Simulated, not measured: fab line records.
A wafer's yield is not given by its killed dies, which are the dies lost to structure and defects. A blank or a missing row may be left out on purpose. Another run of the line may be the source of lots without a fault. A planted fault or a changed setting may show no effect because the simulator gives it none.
fab line records    flow sky130
record lots=24  wafers=72  last-day=50
route steps=708 shown NWELL@81 LI_CONTACT@377 VIA1@472 CAP2M@615
lots with no fault: from the same line, run without faults
start-h: the number of hours between the record's first day and the start of the first shown wafer of the lot    wait-h: hours from the lot's prior step to this one    " as in the row above    L1.1+2: a row that stands for several wafers    - no value present, or no start provided    * or withheld: withheld    < > ~ a bound
route shown NAME@n: NAME is a module with steps in the file, n the number in the route of the first one    usual: the fault-free wafers' mean and standard deviation    same: alike in all rows    chamber/n: place in a boat    sites: the reading at each site    _std_site: how widely they spread, as a standard deviation    _edge_site: inner sites' mean taken away from outer sites' mean    radius-mm: how far each site lies from the wafer's centre    mask NAME#n: copy n    behind: the tool/chamber that last shaped the wafer    hold: cause of the lot's hold/its duration in hours/its outcome    device: which transistor (n, p or np) failed to switch    end of line: tests of these same wafers at the route's end    a step given without rows: its recipe and nothing more    killed: dies lost to structure and defects at the first sort, not the wafer's yield    map: a wafer's dies, marking killed ones x, the rest . and places with no die _
set.NAME: the setting as run; set.NAME@STEP: as run at that earlier step    model.NAME: the simulator's own value behind a step, which no gauge read
one table for each step of the route and one row for each wafer, over a sample of lots
services: when a tool's chamber went out of use (start-h, in hours from the record's first day, below 0 if earlier), for how many hours, and the reason
## steps
# step SKY_NWELL_RTA_28
# recipe temp-c=1050  time-s=30  idle-temp-c=650  ramp-up-c-per-s=150  ramp-down-c-per-s=90  ambient=N2
# usual lamp-power-pct=25.31/0.057  wafer_temp_C_max=1054.9/1
lot.wafer  tool           chamber  start-h  wait-h  lamp-power-pct  wafer_temp_C_max
L075.1     rtp-anneal-02  0        106.57   0.0     25.33           1055.2
L075.2     "              0        "        "       25.31           1055.8
L075.6     "              0        "        "       25.31           1053.9
L074.1     rtp-anneal-01  0        106.90   0.0     25.34           1053.4
L074.3     "              0        "        "       25.25           1054.7
L074.5     "              0        "        "       25.31           1054.5
L076.2     rtp-anneal-01  0        122.14   0.0     25.31           1053.5
L076.5     "              0        "        "       25.12           1056.1
L076.6     "              0        "        "       25.42           1054.5
L077.1     rtp-anneal-02  0        122.90   0.0     25.29           1053.5
L077.4     "              0        "        "       25.31           1054.9
L077.5     "              0        "        "       25.34           1054.1
L078.1     rtp-anneal-02  0        133.65   0.0     25.40           1055.7
L078.2     "              0        "        "       25.40           1057.0
L078.3     "              0        "        "       25.24           1055.1
L079.2     rtp-anneal-01  0        136.04   0.0     25.27           1055.3
L079.5     "              0        "        "       25.26           1054.1
L079.6     "              0        "        "       25.38           1053.9
L080.2     rtp-anneal-01  0        140.16   0.0     25.29           1054.8
L080.3     "              0        "        "       25.39           1054.3
L080.5     "              0        "        "       25.44           1054.4
L081.1     rtp-anneal-02  0        143.12   0.0     25.22           1056.0
L081.2     "              0        "        "       25.31           1054.6
L081.4     "              0        "        "       25.25           1055.9
L082.2     rtp-anneal-01  0        147.61   0.0     25.44           1055.8
L082.3     "              0        "        "       25.36           1055.4
L082.5     "              0        "        "       25.37           1054.4
L083.1     rtp-anneal-01  0        156.95   0.0     25.32           1053.9
L083.2     "              0        "        "       25.31           1053.7
L083.4     "              0        "        "       25.21           1055.6
L084.3     rtp-anneal-02  0        165.30   0.0     25.35           1055.0
L084.5     "              0        "        "       25.20           1054.8
L084.6     "              0        "        "       25.36           1053.6
L085.1     rtp-anneal-01  0        170.85   0.0     25.23           1055.1
L085.2     "              0        "        "       25.33           1056.0
L085.3     "              0        "        "       25.30           1056.2
L086.3     rtp-anneal-02  0        176.52   0.0     25.30           1055.0
L086.5     "              0        "        "       25.34           1053.7
L086.6     "              0        "        "       25.23           1053.9
L087.2     rtp-anneal-01  0        183.71   0.0     25.27           1053.8
L087.3     "              0        "        "       25.35           1056.5
L087.5     "              0        "        "       25.35           1055.3
L088.2     rtp-anneal-02  0        186.34   0.0     25.21           1054.3
L088.3     "              0        "        "       25.29           1054.7
L088.6     "              0        "        "       25.30           1055.5
L089.2     rtp-anneal-02  0        192.00   0.0     25.35           1054.9
L089.4     "              0        "        "       25.26           1053.0
L089.5     "              0        "        "       25.32           1054.9
L090.2     rtp-anneal-02  0        199.45   0.0     25.19           1054.9
L090.3     "              0        "        "       25.19           1054.6
L090.5     "              0        "        "       25.34           1055.5
L091.1     rtp-anneal-01  0        204.55   0.0     25.28           1055.0
L091.2     "              0        "        "       25.26           1055.1
L091.4     "              0        "        "       25.36           1056.0
L092.1     rtp-anneal-02  0        209.49   0.0     25.38           1054.1
L092.3     "              0        "        "       25.25           1054.9
L092.5     "              0        "        "       25.42           1054.7
L093.3     rtp-anneal-01  0        213.59   0.0     25.34           1054.5
L093.4     "              0        "        "       25.34           1055.0
L093.5     "              0        "        "       25.30           1055.6
L094.1     rtp-anneal-02  0        228.82   0.0     25.30           1055.3
L094.2     "              0        "        "       25.29           1053.8
L094.5     "              0        "        "       25.28           1053.8
L095.1     rtp-anneal-01  0        241.12   0.0     25.36           1054.6
L095.2     "              0        "        "       25.29           1054.4
L095.3     "              0        "        "       25.26           1055.1
L097.2     rtp-anneal-02  0        252.86   0.0     25.32           1053.8
L097.3     "              0        "        "       25.26           1055.1
L097.6     "              0        "        "       25.33           1055.7
L096.3     rtp-anneal-01  0        253.26   0.1     25.40           1056.6
L096.5     "              0        "        "       25.35           1055.8
L096.6     "              0        "        "       25.30           1053.5
# step SKY_LI_CONTACT_ETCH_15
# recipe target=PSG  chemistry=C4F8/O2/Ar  stop-on=Si  taper-deg=4.15  mask-material=KrF-thick  source-w=1500  bias-w=1200  pressure-mtorr=40  c4f8-flow-sccm=withheld  O2_flow_sccm=6  Ar_flow_sccm=300  time-s=withheld  target-depth-a=6000
# usual chamber-pressure-mTorr=40.00/0.036  oes-product-au=0.837/0.0048
lot.wafer  tool         chamber  start-h  wait-h  chamber-pressure-mTorr  oes-product-au
L075.1     rie-diel-03  0        674.19   0.0     39.97                   0.827
L075.2     "            1        "        "       40.01                   0.835
L075.6     "            3        "        "       39.94                   0.836
L074.1     rie-diel-03  2        675.50   0.0     39.96                   0.846
L074.3     "            1        "        "       40.01                   0.836
L074.5     "            0        "        "       39.98                   0.842
L076.2     rie-diel-03  3        687.35   0.0     39.98                   0.835
L076.5     "            1        "        "       40.04                   0.837
L076.6     "            0        "        "       40.02                   0.835
L077.1     rie-diel-02  3        692.50   0.0     40.03                   0.835
L077.4     "            2        "        "       40.09                   0.839
L077.5     "            2        "        "       40.04                   0.838
L078.1     rie-diel-01  1        707.42   0.0     39.98                   0.833
L078.2     "            3        "        "       40.02                   0.834
L078.3     "            2        "        "       40.01                   0.830
L079.2     rie-diel-03  1        715.19   0.0     40.04                   0.835
L079.5     "            0        "        "       39.94                   0.845
L079.6     "            3        "        "       40.03                   0.832
L080.2     rie-diel-03  2        719.39   0.0     39.97                   0.841
L080.3     "            3        "        "       39.94                   0.836
L080.5     "            3        "        "       39.96                   0.842
L081.1     rie-diel-03  0        730.62   0.0     40.04                   0.835
L081.2     "            1        "        "       40.01                   0.845
L081.4     "            3        "        "       39.98                   0.845
L082.2     rie-diel-03  2        734.02   0.0     40.02                   0.828
L082.3     "            1        "        "       40.00                   0.830
L082.5     "            2        "        "       39.96                   0.837
L083.1     rie-diel-03  0        744.74   0.0     39.98                   0.839
L083.2     "            3        "        "       40.03                   0.830
L083.4     "            1        "        "       39.99                   0.832
L084.3     rie-diel-03  2        757.19   0.0     39.98                   0.832
L084.5     "            1        "        "       40.00                   0.846
L084.6     "            2        "        "       40.03                   0.842
L085.1     rie-diel-02  2        763.97   0.0     39.97                   0.836
L085.2     "            0        "        "       40.00                   0.842
L085.3     "            3        "        "       40.03                   0.833
L086.3     rie-diel-03  1        766.62   0.0     39.92                   0.845
L086.5     "            3        "        "       40.03                   0.841
L086.6     "            2        "        "       39.98                   0.846
L087.2     rie-diel-01  3        778.05   0.0     39.98                   0.837
L087.3     "            0        "        "       40.03                   0.832
L087.5     "            3        "        "       40.04                   0.832
L088.2     rie-diel-03  2        784.85   0.0     40.03                   0.833
L088.3     "            1        "        "       40.05                   0.842
L088.6     "            2        "        "       40.10                   0.837
L089.2     rie-diel-02  0        785.80   0.0     39.98                   0.839
L089.4     "            1        "        "       40.04                   0.839
L089.5     "            2        "        "       40.03                   0.835
L090.2     rie-diel-02  2        797.22   0.0     40.04                   0.836
L090.3     "            3        "        "       40.02                   0.838
L090.5     "            2        "        "       40.01                   0.843
L091.1     rie-diel-01  3        803.62   0.0     39.99                   0.833
L091.2     "            0        "        "       39.95                   0.842
L091.4     "            3        "        "       39.89                   0.836
L092.1     rie-diel-01  2        807.34   0.0     39.94                   0.826
L092.3     "            0        "        "       39.98                   0.837
L092.5     "            2        "        "       39.98                   0.842
L093.3     rie-diel-01  3        811.32   0.0     40.01                   0.835
L093.4     "            3        "        "       40.01                   0.838
L093.5     "            0        "        "       39.98                   0.837
L094.1     rie-diel-02  2        834.79   0.0     40.07                   0.841
L094.2     "            0        "        "       39.98                   0.834
L094.5     "            0        "        "       39.98                   0.832
L095.1     rie-diel-02  1        845.95   0.0     39.99                   0.843
L095.2     "            2        "        "       39.97                   0.843
L095.3     "            3        "        "       40.01                   0.831
L097.2     rie-diel-03  0        853.80   0.0     39.97                   0.833
L097.3     "            1        "        "       39.96                   0.831
L097.6     "            3        "        "       40.00                   0.840
L096.3     rie-diel-01  3        862.99   0.0     40.02                   0.848
L096.5     "            0        "        "       39.96                   0.839
L096.6     "            3        "        "       40.03                   0.835
# step SKY_VIA1_ETCH_14
# recipe chemistry=N2/H2  target=BARC  ion-energy-ev=200  source-w=500  bias-w=100  pressure-mtorr=30  n2-flow-sccm=100  h2-flow-sccm=200  stop-on=SiO2  time-s=45.9  target-depth-a=600
# usual chamber-pressure-mTorr=30.000/0.028  drypump-motor-current-A=5.66/0.3  n2-flow-sccm=99.99/0.28  oes-product-au=0.854/0.0048  throttle-valve-pct=13.226/0.0092
lot.wafer  tool         chamber  start-h  wait-h  chamber-pressure-mTorr  drypump-motor-current-A  n2-flow-sccm  oes-product-au  rf-hours-counter-h  throttle-valve-pct
L075.1     rie-diel-04  3        785.78   0.0     29.972                  5.26                     100.01        0.855           0                   13.232
L075.2     "            2        "        "       29.950                  5.75                     99.55         0.861           9                   13.236
L075.6     "            0        "        "       29.991                  5.88                     99.99         0.850           -                   13.234
L074.1     rie-diel-01  0        789.60   0.0     29.987                  5.81                     99.90         0.845           15                  13.214
L074.3     "            2        "        "       29.965                  5.29                     100.09        0.863           12                  13.213
L074.5     "            3        "        "       29.983                  6.34                     99.72         0.850           -                   13.211
L076.2     rie-diel-03  3        799.93   0.0     30.022                  5.52                     99.66         0.851           7                   13.229
L076.5     "            2        "        "       29.963                  5.70                     99.72         0.865           -                   13.224
L076.6     "            1        "        "       29.997                  6.05                     99.72         0.847           -                   13.221
L077.1     rie-diel-03  0        806.31   0.0     30.002                  5.36                     100.19        0.853           17                  13.195
L077.4     "            2        "        "       29.985                  5.69                     100.33        0.852           4                   13.233
L077.5     "            1        "        "       29.957                  6.01                     99.50         0.844           -                   13.219
L078.1     rie-diel-04  1        822.56   0.0     30.013                  5.63                     100.42        0.854           3                   13.218
L078.2     "            0        "        "       30.046                  5.87                     99.91         0.851           7                   13.218
L078.3     "            3        "        "       30.045                  5.24                     100.04        0.851           2                   13.212
L079.2     rie-diel-04  3        826.96   0.0     30.012                  5.27                     100.13        0.855           2                   13.241
L079.5     "            2        "        "       30.053                  5.70                     99.63         0.851           -                   13.227
L079.6     "            3        "        "       30.019                  5.25                     100.06        0.853           -                   13.227
L080.2     rie-diel-03  0        832.10   0.0     30.020                  5.35                     99.80         0.856           18                  13.240
L080.3     "            1        "        "       29.988                  6.03                     99.50         0.851           5                   13.245
L080.5     "            1        "        "       29.959                  6.00                     99.60         0.858           -                   13.218
L081.1     rie-diel-04  0        841.93   0.0     29.995                  5.86                     99.62         0.851           7                   13.227
L081.2     "            3        "        "       29.968                  5.27                     100.46        0.852           2                   13.211
L081.4     "            1        "        "       30.013                  5.61                     99.79         0.853           4                   13.220
L082.2     rie-diel-04  1        846.12   0.0     30.007                  5.64                     99.86         0.854           4                   13.235
L082.3     "            3        "        "       29.973                  5.26                     100.31        0.852           3                   13.231
L082.5     "            3        "        "       30.000                  5.26                     100.08        0.851           -                   13.223
L083.1     rie-diel-03  3        856.43   0.0     29.977                  5.53                     99.73         0.852           8                   13.251
L083.2     "            2        "        "       30.014                  5.69                     100.27        0.855           5                   13.236
L083.4     "            0        "        "       29.999                  5.35                     99.44         0.855           18                  13.225
L084.3     rie-diel-03  3        867.21   0.0     30.019                  5.53                     99.69         0.848           8                   13.227
L084.5     "            0        "        "       29.940                  5.39                     99.94         0.847           -                   13.220
L084.6     "            1        "        "       30.036                  5.99                     100.04        0.849           -                   13.219
L085.1     rie-diel-03  3        875.63   0.0     30.012                  5.52                     100.23        0.858           8                   13.216
L085.2     "            2        "        "       29.981                  5.69                     100.48        0.850           5                   13.211
L085.3     "            0        "        "       30.015                  5.36                     100.24        0.851           19                  13.222
L086.3     rie-diel-03  3        879.13   0.0     30.045                  5.54                     100.23        0.851           8                   13.223
L086.5     "            0        "        "       30.049                  5.34                     100.01        0.855           -                   13.224
L086.6     "            3        "        "       29.982                  5.54                     100.06        0.866           -                   13.220
L087.2     rie-diel-01  1        887.08   0.0     29.996                  5.49                     100.22        0.849           12                  13.232
L087.3     "            3        "        "       30.016                  6.30                     100.05        0.857           22                  13.235
L087.5     "            3        "        "       29.988                  6.32                     99.89         0.849           -                   13.227
L088.2     rie-diel-04  3        895.20   0.0     30.042                  5.27                     100.26        0.851           4                   13.227
L088.3     "            2        "        "       30.064                  5.70                     99.59         0.855           12                  13.228
L088.6     "            3        "        "       29.988                  5.26                     99.83         0.857           -                   13.242
L089.2     rie-diel-01  2        895.48   0.0     29.998                  5.28                     99.70         0.859           15                  13.224
L089.4     "            3        "        "       29.991                  6.30                     100.03        0.850           22                  13.224
L089.5     "            2        "        "       29.944                  5.28                     99.73         0.855           -                   13.239
L090.2     rie-diel-01  3        907.05   0.0     29.982                  6.31                     99.93         0.850           23                  13.229
L090.3     "            1        "        "       30.036                  5.49                     99.92         0.856           13                  13.244
L090.5     "            3        "        "       30.036                  6.30                     100.44        0.853           -                   13.226
L091.1     rie-diel-03  0        913.01   0.0     30.006                  5.35                     99.69         0.859           20                  13.230
L091.2     "            2        "        "       30.005                  5.70                     99.81         0.853           6                   13.216
L091.4     "            1        "        "       30.011                  6.01                     99.90         0.846           7                   13.228
L092.1     rie-diel-04  0        914.83   0.0     30.013                  5.91                     99.88         0.843           10                  13.232
L092.3     "            2        "        "       29.949                  5.73                     100.41        0.865           13                  13.240
L092.5     "            2        "        "       29.965                  5.75                     100.21        0.851           -                   13.226
L093.3     rie-diel-03  1        919.91   0.0     29.958                  6.03                     100.13        0.860           7                   13.218
L093.4     "            1        "        "       30.019                  6.00                     100.38        0.857           -                   13.226
L093.5     "            0        "        "       29.988                  5.34                     99.97         0.854           -                   13.222
L094.1     rie-diel-01  0        941.74   0.0     29.978                  5.82                     100.23        0.861           19                  13.233
L094.2     "            3        "        "       29.953                  6.32                     100.40        0.852           24                  13.214
L094.5     "            2        "        "       30.001                  5.27                     99.98         0.849           -                   13.227
L095.1     rie-diel-04  3        953.63   0.0     29.979                  5.26                     100.09        0.861           6                   13.219
L095.2     "            0        "        "       30.021                  5.89                     99.82         0.861           11                  13.234
L095.3     "            2        "        "       29.990                  5.69                     100.38        0.858           14                  13.227
L097.2     rie-diel-01  0        959.90   0.0     30.002                  5.78                     100.49        0.860           20                  13.224
L097.3     "            3        "        "       29.965                  6.34                     99.76         0.849           24                  13.224
L097.6     "            1        "        "       30.047                  5.51                     99.76         0.855           -                   13.248
L096.3     rie-diel-04  0        969.68   0.0     29.984                  5.86                     100.43        0.851           12                  13.210
L096.5     "            1        "        "       29.996                  5.62                     99.82         0.855           -                   13.228
L096.6     "            2        "        "       30.006                  5.71                     100.33        0.852           -                   13.216
# step SKY_VIA1_SPUTTER_20
# recipe material=TiN  target-thk-nm=20  chamber-pressure-pa=5  power-w=4000  time-s=80
# usual cathode-dc-power-W=4000.0/0.66  throttle-valve-pct=29.9/0.51
lot.wafer  tool            chamber  start-h  wait-h  cathode-dc-power-W  throttle-valve-pct
L075.1     pvd-sputter-03  -        786.46   0.0     4000.3              31.0
L075.2     "               -        "        "       4000.8              30.3
L075.6     "               -        "        "       3999.8              29.4
L074.1     pvd-sputter-03  -        790.29   0.0     3999.2              30.3
L074.3     "               -        "        "       3999.5              29.9
L074.5     "               -        "        "       3999.7              30.1
L076.2     pvd-sputter-01  -        800.65   0.0     4000.1              30.0
L076.5     "               -        "        "       4001.2              30.2
L076.6     "               -        "        "       4000.1              29.9
L077.1     pvd-sputter-04  -        806.99   0.0     3999.7              29.9
L077.4     "               -        "        "       3999.9              29.8
L077.5     "               -        "        "       3999.7              30.2
L078.1     pvd-sputter-01  -        823.27   0.0     3998.8              30.1
L078.2     "               -        "        "       3999.2              29.5
L078.3     "               -        "        "       3999.7              28.7
L079.2     pvd-sputter-04  -        827.64   0.0     3998.9              29.6
L079.5     "               -        "        "       4000.6              30.5
L079.6     "               -        "        "       4000.4              30.0
L080.2     pvd-sputter-01  -        832.79   0.0     3999.8              29.1
L080.3     "               -        "        "       4000.0              29.8
L080.5     "               -        "        "       4001.7              29.1
L081.1     pvd-sputter-04  -        842.62   0.0     3999.8              29.5
L081.2     "               -        "        "       3999.5              29.5
L081.4     "               -        "        "       4000.1              30.4
L082.2     pvd-sputter-04  -        846.83   0.0     4000.7              30.5
L082.3     "               -        "        "       4000.1              29.7
L082.5     "               -        "        "       3998.6              30.4
L083.1     pvd-sputter-04  -        857.11   0.0     4000.9              29.6
L083.2     "               -        "        "       4000.5              30.1
L083.4     "               -        "        "       4000.7              29.9
L084.3     pvd-sputter-01  -        867.89   0.0     4000.3              29.6
L084.5     "               -        "        "       4001.3              30.0
L084.6     "               -        "        "       3999.5              29.1
L085.1     pvd-sputter-01  -        876.35   0.0     3999.5              29.9
L085.2     "               -        "        "       3999.9              30.3
L085.3     "               -        "        "       3999.3              29.2
L086.3     pvd-sputter-03  -        879.81   0.0     3999.5              30.5
L086.5     "               -        "        "       3999.7              29.3
L086.6     "               -        "        "       3998.8              31.2
L087.2     pvd-sputter-01  -        887.76   0.0     4000.4              29.6
L087.3     "               -        "        "       4000.4              29.9
L087.5     "               -        "        "       4000.1              29.9
L088.2     pvd-sputter-03  -        895.88   0.0     4000.5              30.4
L088.3     "               -        "        "       3999.4              29.7
L088.6     "               -        "        "       4000.5              31.2
L089.2     pvd-sputter-01  -        896.20   0.0     3999.9              30.1
L089.4     "               -        "        "       3999.4              29.7
L089.5     "               -        "        "       3999.7              30.1
L090.2     pvd-sputter-04  -        907.79   0.0     3999.5              30.5
L090.3     "               -        "        "       3998.4              30.1
L090.5     "               -        "        "       4001.8              29.9
L091.1     pvd-sputter-01  -        913.69   0.0     4001.3              29.7
L091.2     "               -        "        "       3999.8              29.9
L091.4     "               -        "        "       4001.6              30.1
L092.1     pvd-sputter-04  -        915.51   0.0     3999.1              30.4
L092.3     "               -        "        "       4000.0              30.0
L092.5     "               -        "        "       4000.0              29.8
L093.3     pvd-sputter-03  -        920.59   0.0     3999.4              30.3
L093.4     "               -        "        "       4000.6              31.3
L093.5     "               -        "        "       3999.6              30.1
L094.1     pvd-sputter-01  -        942.42   0.0     4000.0              30.1
L094.2     "               -        "        "       4000.3              30.0
L094.5     "               -        "        "       4000.0              29.8
L095.1     pvd-sputter-01  -        954.31   0.0     4000.7              29.6
L095.2     "               -        "        "       3999.5              28.9
L095.3     "               -        "        "       3999.1              29.7
L097.2     pvd-sputter-04  -        960.59   0.0     3998.8              30.1
L097.3     "               -        "        "       3999.2              29.6
L097.6     "               -        "        "       3999.9              29.5
L096.3     pvd-sputter-01  -        970.39   0.0     3999.9              28.9
L096.5     "               -        "        "       3999.7              28.6
L096.6     "               -        "        "       4000.2              30.0
# step SKY_CAP2M_OVL_MEAS_12
# usual CAP2M_OVL=-0.1/1.2
lot.wafer  tool        chamber  start-h  wait-h  CAP2M_OVL[nm]
L075.1     overlay-02  -        949.15   0.1     1.9
L075.2     "           -        "        "       1.4
L075.6     "           -        "        "       0.7
L074.1     overlay-01  -        952.11   0.1     -1.3
L074.3     "           -        "        "       2.4
L074.5     "           -        "        "       0.3
L076.2     overlay-01  -        960.96   0.1     -1.0
L076.5     "           -        "        "       -1.9
L076.6     "           -        "        "       -1.2
L077.1     overlay-02  -        966.05   0.1     0.0
L077.4     "           -        "        "       0.8
L077.5     "           -        "        "       0.9
L078.1     overlay-01  -        983.69   0.1     0.3
L078.2     "           -        "        "       -0.9
L078.3     "           -        "        "       -0.6
L079.2     overlay-01  -        986.21   0.1     -1.2
L079.5     "           -        "        "       -0.5
L079.6     "           -        "        "       0.7
L080.2     overlay-02  -        989.86   0.1     0.9
L080.3     "           -        "        "       -1.2
L080.5     "           -        "        "       1.0
L081.1     overlay-02  -        1000.70  0.1     -0.2
L081.2     "           -        "        "       0.1
L081.4     "           -        "        "       0.7
L082.2     overlay-01  -        1004.65  0.1     1.2
L082.3     "           -        "        "       -0.2
L082.5     "           -        "        "       -1.3
L083.1     overlay-01  -        1014.21  0.1     -0.3
L083.2     "           -        "        "       0.3
L083.4     "           -        "        "       0.4
L084.3     overlay-01  -        1023.11  0.1     -1.2
L084.5     "           -        "        "       0.3
L084.6     "           -        "        "       -0.7
L085.1     overlay-01  -        1032.15  0.1     -0.7
L085.2     "           -        "        "       -0.1
L085.3     "           -        "        "       1.0
L086.3     overlay-02  -        1033.73  0.1     -0.3
L086.5     "           -        "        "       -0.5
L086.6     "           -        "        "       -1.3
L087.2     overlay-01  -        1039.36  0.1     -1.4
L087.3     "           -        "        "       -0.4
L087.5     "           -        "        "       -0.7
L088.2     overlay-02  -        1046.77  0.1     0.1
L088.3     "           -        "        "       0.5
L088.6     "           -        "        "       -0.2
L089.2     overlay-01  -        1048.27  0.1     0.0
L089.4     "           -        "        "       -1.0
L089.5     "           -        "        "       0.0
L090.2     overlay-01  -        1057.40  0.1     0.2
L090.3     "           -        "        "       1.9
L090.5     "           -        "        "       1.2
L091.1     overlay-02  -        1061.76  0.1     0.1
L091.2     "           -        "        "       -0.7
L091.4     "           -        "        "       -0.7
L092.1     overlay-02  -        1064.39  0.1     -1.4
L092.3     "           -        "        "       -1.7
L092.5     "           -        "        "       -2.6
L093.3     overlay-02  -        1067.93  0.1     -2.0
L093.4     "           -        "        "       -1.5
L093.5     "           -        "        "       -0.9
L094.1     overlay-01  -        1086.26  0.1     1.8
L094.2     "           -        "        "       0.6
L094.5     "           -        "        "       0.4
L095.1     overlay-01  -        1098.71  0.1     2.6
L095.2     "           -        "        "       0.7
L095.3     "           -        "        "       0.5
L097.2     overlay-01  -        1103.32  0.1     -0.1
L097.3     "           -        "        "       -0.1
L097.6     "           -        "        "       1.6
L096.3     overlay-02  -        1109.66  0.1     -1.7
L096.5     "           -        "        "       -2.8
L096.6     "           -        "        "       -1.6
# step SKY_CAP2M_METAL_ETCH_13
# recipe target-depth-nm=220  stop-on=SiO2  chemistry=Cl2/BCl3  target=TiN  pressure-mtorr=10  icp-w=900  bias-w=48.5  Cl2_flow_sccm=60  bcl3-flow-sccm=30  time-s=62.9
# usual chamber-pressure-mTorr=10.000/0.0093  drypump-motor-current-A=5.7/0.39  oes-product-au=0.944/0.0071  throttle-valve-pct=21.899/0.0092
lot.wafer  tool          chamber  start-h  wait-h  chamber-pressure-mTorr  drypump-motor-current-A  oes-product-au  rf-hours-counter-h  throttle-valve-pct
L075.1     rie-metal-02  1        949.19   0.0     10.000                  5.5                      0.947           1                   21.892
L075.2     "             0        "        "       10.009                  6.2                      0.956           4                   21.901
L075.6     "             1        "        "       10.009                  5.5                      0.951           -                   21.895
L074.1     rie-metal-02  1        952.15   0.0     9.992                   5.5                      0.946           1                   21.904
L074.3     "             0        "        "       10.019                  6.2                      0.945           -                   21.899
L074.5     "             1        "        "       10.001                  5.5                      0.939           -                   21.898
L076.2     rie-metal-04  1        960.99   0.0     10.002                  6.0                      0.934           14                  21.893
L076.5     "             0        "        "       10.000                  5.1                      0.939           -                   21.906
L076.6     "             1        "        "       10.005                  6.0                      0.939           -                   21.903
L077.1     rie-metal-03  0        966.09   0.0     10.001                  5.9                      0.949           7                   21.884
L077.4     "             1        "        "       10.007                  5.8                      0.957           -                   21.905
L077.5     "             0        "        "       9.996                   5.9                      0.957           -                   21.889
L078.1     rie-metal-02  0        983.73   0.0     9.992                   6.2                      0.952           6                   21.903
L078.2     "             1        "        "       9.996                   5.5                      0.955           3                   21.895
L078.3     "             0        "        "       9.991                   6.2                      0.951           -                   21.889
L079.2     rie-metal-04  0        986.24   0.0     9.995                   5.1                      0.951           6                   21.891
L079.5     "             0        "        "       9.998                   5.1                      0.943           -                   21.917
L079.6     "             1        "        "       9.992                   6.0                      0.940           -                   21.903
L080.2     rie-metal-03  0        989.89   0.0     10.002                  5.9                      0.955           9                   21.890
L080.3     "             0        "        "       10.010                  5.9                      0.950           -                   21.899
L080.5     "             1        "        "       10.000                  5.8                      0.943           -                   21.897
L081.1     rie-metal-04  0        1000.74  0.0     9.999                   5.1                      0.953           6                   21.898
L081.2     "             1        "        "       9.995                   6.0                      0.939           17                  21.888
L081.4     "             1        "        "       9.984                   6.0                      0.937           -                   21.900
L082.2     rie-metal-04  1        1004.68  0.0     9.994                   6.0                      0.948           17                  21.889
L082.3     "             0        "        "       10.006                  5.1                      0.948           -                   21.890
L082.5     "             1        "        "       10.006                  6.0                      0.951           -                   21.899
L083.1     rie-metal-03  1        1014.25  0.0     9.981                   5.9                      0.944           19                  21.905
L083.2     "             0        "        "       10.022                  5.9                      0.940           10                  21.903
L083.4     "             0        "        "       10.000                  5.9                      0.946           -                   21.895
L084.3     rie-metal-02  0        1023.16  0.0     10.013                  6.2                      0.936           -                   21.902
L084.5     "             0        "        "       10.001                  6.2                      0.945           -                   21.901
L084.6     "             1        "        "       10.020                  5.5                      0.943           -                   21.903
L085.1     rie-metal-03  1        1032.19  0.0     9.996                   5.8                      0.945           20                  21.902
L085.2     "             0        "        "       9.992                   5.9                      0.941           11                  21.905
L085.3     "             1        "        "       9.997                   5.8                      0.937           -                   21.917
L086.3     rie-metal-03  0        1033.77  0.0     9.997                   5.9                      0.949           -                   21.901
L086.5     "             1        "        "       9.984                   5.8                      0.953           -                   21.893
L086.6     "             0        "        "       9.993                   5.9                      0.947           -                   21.898
L087.2     rie-metal-02  0        1039.39  0.0     10.007                  6.2                      0.939           9                   21.886
L087.3     "             0        "        "       10.018                  6.2                      0.941           -                   21.904
L087.5     "             1        "        "       9.990                   5.5                      0.936           -                   21.896
L088.2     rie-metal-02  1        1046.80  0.0     9.987                   5.5                      0.950           7                   21.899
L088.3     "             1        "        "       9.999                   5.5                      0.948           -                   21.907
L088.6     "             0        "        "       9.989                   6.2                      0.945           -                   21.908
L089.2     rie-metal-02  0        1048.30  0.0     9.989                   6.2                      0.947           9                   21.902
L089.4     "             1        "        "       10.002                  5.5                      0.932           -                   21.905
L089.5     "             1        "        "       10.017                  5.5                      0.939           -                   21.899
L090.2     rie-metal-02  0        1057.43  0.0     9.989                   6.2                      0.953           10                  21.909
L090.3     "             0        "        "       9.989                   6.2                      0.959           -                   21.895
L090.5     "             0        "        "       9.998                   6.2                      0.952           -                   21.902
L091.1     rie-metal-03  1        1061.80  0.0     10.008                  5.8                      0.933           22                  21.900
L091.2     "             0        "        "       9.988                   5.9                      0.946           13                  21.907
L091.4     "             1        "        "       10.008                  5.8                      0.937           -                   21.899
L092.1     rie-metal-04  0        1064.43  0.0     10.017                  5.1                      0.936           10                  21.903
L092.3     "             1        "        "       10.008                  6.0                      0.960           -                   21.896
L092.5     "             0        "        "       10.002                  5.1                      0.956           -                   21.903
L093.3     rie-metal-03  1        1067.98  0.0     9.992                   5.8                      0.954           -                   21.896
L093.4     "             0        "        "       10.001                  5.8                      0.948           -                   21.875
L093.5     "             0        "        "       9.993                   5.8                      0.946           -                   21.892
L094.1     rie-metal-04  0        1086.30  0.0     9.986                   5.1                      0.948           12                  21.904
L094.2     "             1        "        "       10.003                  6.0                      0.951           22                  21.878
L094.5     "             1        "        "       10.001                  6.0                      0.938           -                   21.904
L095.1     rie-metal-04  0        1098.75  0.0     10.001                  5.1                      0.940           13                  21.914
L095.2     "             1        "        "       10.005                  6.0                      0.940           23                  21.880
L095.3     "             1        "        "       10.002                  6.0                      0.934           -                   21.892
L097.2     rie-metal-04  0        1103.35  0.0     9.995                   5.1                      0.946           13                  21.886
L097.3     "             0        "        "       10.000                  5.1                      0.931           -                   21.909
L097.6     "             1        "        "       9.986                   6.0                      0.945           -                   21.880
L096.3     rie-metal-04  1        1109.71  0.0     10.006                  6.0                      0.933           -                   21.904
L096.5     "             0        "        "       10.007                  5.1                      0.943           -                   21.902
L096.6     "             1        "        "       9.998                   6.0                      0.946           -                   21.887
## services
tool           chamber  start-h  hours  kind
rie-diel-03    2        91.33    8.7    repair
rie-diel-01    1        99.31    7.6    repair
rie-diel-03    3        182.13   1.6    repair
rie-diel-03    3        187.37   1.3    repair
rie-diel-03    1        190.60   25.1   repair
rie-diel-01    -        230.79   2.8    pm
rie-diel-03    -        404.58   0.4    repair
rie-diel-01    -        467.68   0.8    repair
rtp-anneal-02  -        477.27   2.7    pm
rie-diel-03    -        507.34   2.8    pm
rtp-anneal-02  -        555.55   1.3    pm
rie-diel-03    0        578.13   7.9    repair
rie-diel-03    2        583.50   4.7    repair
rtp-anneal-01  -        598.98   5.5    pm
rie-diel-03    -        636.85   4.0    pm
rie-diel-03    3        644.03   9.4    repair
rie-diel-01    1        653.26   4.3    repair
rtp-anneal-01  -        761.02   0.9    pm
rie-diel-01    1        788.40   24.3   repair
rie-diel-01    -        834.33   14.6   pm
rie-diel-03    -        837.37   0.8    repair
rie-diel-03    2        862.82   3.9    repair
rie-diel-03    2        918.66   5.6    repair
rie-diel-03    0        1076.08  3.4    repair
## key
fault none
